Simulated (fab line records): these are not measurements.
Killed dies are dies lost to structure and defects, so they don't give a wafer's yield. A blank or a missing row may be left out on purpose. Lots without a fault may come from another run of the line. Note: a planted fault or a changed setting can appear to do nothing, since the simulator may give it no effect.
Which tool is to blame? | flow sky130 | 10 lots with 30 wafers sampled at 6 steps, on a route of 708 steps

== WHAT THE GAUGES SHOWED, per wafer ==
SKY_CONTACT_THK_MEAS_01. Usual: CONTACT_CVD_00_THK typically reads 75.0 nm, with standard deviation 0.91.
lot  | measured     | on            | CONTACT_CVD_00_THK (nm) | flag
L244 | day 30 17:16 | film_metro-03 | 75.4 74.9 75.3          |
L246 | day 31 10:28 | film_metro-03 | 73.0 74.0 74.1          |
L252 | day 34 00:48 | film_metro-01 | 73.9 73.9 76.0          |
L255 | day 34 20:13 | film_metro-03 | 75.0 77.3 75.9          |
L256 | day 35 04:49 | film_metro-04 | 75.1 76.5 76.0          |
L258 | day 35 17:35 | film_metro-03 | 74.3 74.4 73.8          |
L261 | day 36 14:59 | film_metro-03 | 74.0 75.0 76.4          |
L262 | day 36 21:40 | film_metro-01 | 75.4 74.4 76.1          |
L266 | day 37 23:39 | film_metro-04 | 74.5 74.1 75.1          |
L267 | day 38 03:57 | film_metro-03 | 74.4 74.9 75.8          |

SKY_CONTACT_RS_MEAS_25: uses a four-point probe to measure. Usual: CONTACT_W_RS typically reads 0.337 ohm/sq, with standard deviation 0.0033.
lot  | measured     | on            | CONTACT_W_RS (ohm/sq)               | flag
L244 | day 31 23:37 | film_metro-04 | 0.338 0.338 0.335                   |
L246 | day 32 15:43 | film_metro-04 | 0.344 0.339 0.341                   |
L252 | day 35 04:50 | film_metro-01 | 0.336 0.337 0.335                   |
L255 | day 35 23:31 | film_metro-03 | 0.334 0.444 0.339 0.336 0.444 0.339 | OFF
L256 | day 36 08:17 | film_metro-04 | 0.342 0.339 0.336                   |
L258 | day 36 20:55 | film_metro-03 | 0.338 0.334 0.336                   |
L261 | day 37 19:11 | film_metro-04 | 0.337 0.337 0.334                   |
L262 | day 38 01:05 | film_metro-01 | 0.336 0.333 0.340                   |
L266 | day 39 02:14 | film_metro-03 | 0.339 0.343 0.344                   |
L267 | day 39 07:25 | film_metro-01 | 0.333 0.334 0.336                   |

SKY_CONTACT_THK_MEAS_26: measures by xrf. Usual: CONTACT_W_THK typically reads 337 nm, with standard deviation 5.2.
lot  | measured     | on            | CONTACT_W_THK (nm)      | flag
L244 | day 31 23:44 | film_metro-04 | 334 332 336             |
L246 | day 32 15:50 | film_metro-04 | 328 330 331             |
L252 | day 35 04:57 | film_metro-01 | 336 335 338             |
L255 | day 36 01:41 | film_metro-03 | 341 259 338 343 261 338 | OFF
L256 | day 36 08:25 | film_metro-04 | 323 326 329             |
L258 | day 36 21:02 | film_metro-03 | 340 342 340             |
L261 | day 37 19:17 | film_metro-04 | 334 334 338             |
L262 | day 38 01:11 | film_metro-01 | 339 340 336             |
L266 | day 39 02:20 | film_metro-03 | 339 337 334             |
L267 | day 39 07:32 | film_metro-01 | 342 341 338             |

== EACH LOT AND THE TOOL THAT RAN IT (in order: tool; ch and the chambers of the sampled wafers; start) ==
lot  | SKY_LOCAL_INTERCONNECT_ETCH_13    | SKY_CONTACT_CMP_04            | SKY_CONTACT_CVD_24
L244 | rie_metal-02 ch 0,1, day 30 16:28 | cmp-01 ch 1,2,3, day 30 17:29 | cvd_w-02 ch 0,1, day 31 23:29
L246 | rie_metal-02 ch 0,1, day 31 09:43 | cmp-01 ch 0,2,3, day 31 10:49 | cvd_w-02 ch 0,1, day 32 15:36
L252 | rie_metal-01 ch 0, day 34 00:02   | cmp-02 ch 0,2,3, day 34 01:09 | cvd_w-02 ch 0,1, day 35 04:43
L255 | rie_metal-04 ch 1, day 34 19:25   | cmp-02 ch 1,2, day 34 20:27   | cvd_w-02 ch 0,1, day 35 23:25
L256 | rie_metal-01 ch 0, day 35 04:02   | cmp-01 ch 0,3, day 35 05:01   | cvd_w-01 ch 0,1, day 36 08:11
L258 | rie_metal-02 ch 0,1, day 35 16:50 | cmp-01 ch 1,2,3, day 35 17:46 | cvd_w-01 ch 0,1, day 36 20:49
L261 | rie_metal-01 ch 0,1, day 36 14:14 | cmp-01 ch 1,2, day 36 15:10   | cvd_w-01 ch 0,1, day 37 19:03
L262 | rie_metal-04 ch 0,1, day 36 20:55 | cmp-02 ch 0,3, day 36 21:50   | cvd_w-01 ch 0,1, day 38 00:58
L266 | rie_metal-01 ch 0, day 37 22:49   | cmp-01 ch 0,1,3, day 37 23:50 | cvd_w-02 ch 0,1, day 39 02:06
L267 | rie_metal-02 ch 0,1, day 38 03:13 | cmp-01 ch 1,2, day 38 04:16   | cvd_w-02 ch 0,1, day 39 07:19
- SKY_LOCAL_INTERCONNECT_ETCH_13: etches BARC in N2/H2, stops on SiO2, time 45.9 s, target depth 60 nm.
- SKY_CONTACT_CMP_04: polishes SiO2.
- SKY_CONTACT_CVD_24: deposits W, target thk 340 nm, time 102.12 s.

== AS READ BY THE TOOLS THEMSELVES (means over the sampled wafers that have a number; for cases with no such wafer, the mark the record gives instead) ==
SKY_LOCAL_INTERCONNECT_ETCH_13. Usual: drypump_motor_current_A 5.8 A, standard deviation 0.71; oes_product_au 0.856 a.u., standard deviation 0.0045; throttle_valve_pct 13.225 %, standard deviation 0.0089.
lot  | tool         | drypump_motor_current_A (A) | oes_product_au (a.u.) | throttle_valve_pct (%) | flag
L244 | rie_metal-02 | 5.3                         | 0.850                 | 13.228                 |
L246 | rie_metal-02 | 5.9                         | 0.856                 | 13.236                 |
L252 | rie_metal-01 | 6.5                         | 0.858                 | 13.227                 |
L255 | rie_metal-04 | 6.0                         | 0.854                 | 13.222                 |
L256 | rie_metal-01 | 6.4                         | 0.853                 | 13.213                 |
L258 | rie_metal-02 | 5.3                         | 0.858                 | 13.218                 |
L261 | rie_metal-01 | 6.0                         | 0.851                 | 13.233                 |
L262 | rie_metal-04 | 5.4                         | 0.855                 | 13.230                 |
L266 | rie_metal-01 | 6.5                         | 0.859                 | 13.217                 |
L267 | rie_metal-02 | 5.9                         | 0.854                 | 13.225                 |

SKY_CONTACT_CMP_04. Usual: motor_current_A 11.6 A, standard deviation 1.5; slurry_flow_ml_min 149.9, standard deviation 0.46; time_to_endpoint_s 82 s, standard deviation 3.1.
lot  | tool   | motor_current_A (A) | slurry_flow_ml_min | time_to_endpoint_s (s) | flag
L244 | cmp-01 | 11.4                | 149.8              | 83                     |
L246 | cmp-01 | 12.2                | 150.2              | 84                     |
L252 | cmp-02 | 11.4                | 149.5              | 80                     |
L255 | cmp-02 | 11.0                | 149.4              | 81                     |
L256 | cmp-01 | 11.9                | 150.0              | 78                     |
L258 | cmp-01 | 11.5                | 150.4              | 77                     |
L261 | cmp-01 | 13.3                | 150.1              | 83                     |
L262 | cmp-02 | 12.3                | 150.1              | 87                     |
L266 | cmp-01 | 10.8                | 150.0              | 81                     |
L267 | cmp-01 | 11.3                | 149.8              | 81                     |

SKY_CONTACT_CVD_24. Usual: heater_power_w 883 W, standard deviation 69; susceptor_temp_C 400.02 C, standard deviation 0.23.
lot  | tool     | heater_power_w (W) | susceptor_temp_C (C) | flag
L244 | cvd_w-02 | 836                | 399.98               |
L246 | cvd_w-02 | 836                | 399.82               |
L252 | cvd_w-02 | 808                | 400.17               |
L255 | cvd_w-02 | 845                | 399.96               |
L256 | cvd_w-01 | 919                | 400.09               |
L258 | cvd_w-01 | 945                | 399.96               |
L261 | cvd_w-01 | 926                | 400.34               |
L262 | cvd_w-01 | 945                | 399.80               |
L266 | cvd_w-02 | 801                | 400.21               |
L267 | cvd_w-02 | 849                | 400.18               |

== THE ANSWER, worked out from the rows above alone ==
Rule: lot off if the mean of its wafers having a number is beyond 3 standard deviations from the usual mean. Also off: a lot with no number at a reading for which 4 or more lots have one. The other lots that the step has rows for count as sound. Order of review: gauges by route order, followed by the tools' own readings, for which a lot's mean as printed above is used. At the first step where some lot is off, the reading lying furthest off is the one used; lots without a number count as furthest.
Off: L255, at SKY_CONTACT_RS_MEAS_25 (CONTACT_W_RS).
A tool fits if, at a process step before that reading, it ran every lot that is off, and no sound lot after the first of them. Gauges at SKY_CONTACT_RS_MEAS_25: tried the same way as those tools. No candidate that was tried fits.

== WHAT THE SIMULATOR PUT IN ==
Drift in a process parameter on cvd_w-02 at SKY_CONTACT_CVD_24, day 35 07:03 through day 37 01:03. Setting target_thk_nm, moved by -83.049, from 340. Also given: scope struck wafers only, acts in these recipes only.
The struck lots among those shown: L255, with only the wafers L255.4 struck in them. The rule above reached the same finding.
